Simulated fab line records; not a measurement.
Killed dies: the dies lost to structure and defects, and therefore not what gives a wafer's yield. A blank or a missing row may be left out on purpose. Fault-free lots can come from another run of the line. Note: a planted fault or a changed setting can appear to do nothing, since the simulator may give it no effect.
2 desks looking at one fault | flow sky130 | each desk holds nothing but its own numbers, with what lay behind them at the end

AT THE METROLOGY DESK
Means of the sampled wafers that have a number, per lot and without regard to the tool the lot ran on: this is what the gauges read. Any lot whose mean is over 4 standard deviations away from the usual mean is out of limits and marked OUT; that distance is given in the brackets.
Columns: A = CAP2M_CVD_00_THK at SKY_CAP2M_THK_MEAS_01, usual 15.46 nm
lot  | first seen here | A
L471 | day 39 20:23    | 15.81
L472 | day 40 14:49    | 15.05
L473 | day 40 17:23    | 15.68
L474 | day 41 21:55    | 15.47
L475 | day 42 03:05    | 15.29
L481 | day 43 00:14    | 15.51
L480 | day 43 02:28    | 15.29
L482 | day 43 03:43    | 15.60
L483 | day 43 09:54    | 15.36
L486 | day 44 06:17    | 15.62
L487 | day 44 10:29    | 15.65
Result from this desk: across the 11 lots, nothing is out of limits.

TOOL OWNER'S DESK, pvdSputter-03
The tool's own readings at SKY_METAL4_SPUTTER_02 (material AlCu, target thk 735 nm, time 39.1 s): means of the sampled wafers that have a number, for each lot that ran on this tool. Any lot whose mean is over 4 standard deviations away from the usual mean is out of limits and marked OUT; that distance is given in the brackets.
Columns: A = cathodeDcPowerW at SKY_METAL4_SPUTTER_02, usual 10600 W; B = chamberPressurePa at SKY_METAL4_SPUTTER_02, usual 0.4000 Pa; C = throttleValvePct at SKY_METAL4_SPUTTER_02, usual 30.1 %
lot  | first seen here | A     | B      | C
L471 | day 39 20:14    | 10599 | 0.3994 | 30.7
L472 | day 40 14:42    | 10600 | 0.4002 | 30.6
L473 | day 40 17:16    | 10601 | 0.3999 | 30.6
L474 | day 41 21:46    | 10602 | 0.4004 | 30.3
L475 | day 42 02:56    | 10599 | 0.4007 | 30.6
L482 | day 43 03:35    | 10598 | 0.3993 | 30.5
L483 | day 43 09:46    | 10599 | 0.4011 | 30.5
L486 | day 44 06:09    | 10600 | 0.3996 | 30.8
L487 | day 44 10:22    | 10599 | 0.4000 | 30.5
Result from this desk: across the 9 lots, nothing is out of limits.

BROUGHT TOGETHER
Metrology desk: nothing out of limits seen.
The desk of the tool owner found nothing out of limits.

WHAT THE SIMULATOR HAD PUT IN
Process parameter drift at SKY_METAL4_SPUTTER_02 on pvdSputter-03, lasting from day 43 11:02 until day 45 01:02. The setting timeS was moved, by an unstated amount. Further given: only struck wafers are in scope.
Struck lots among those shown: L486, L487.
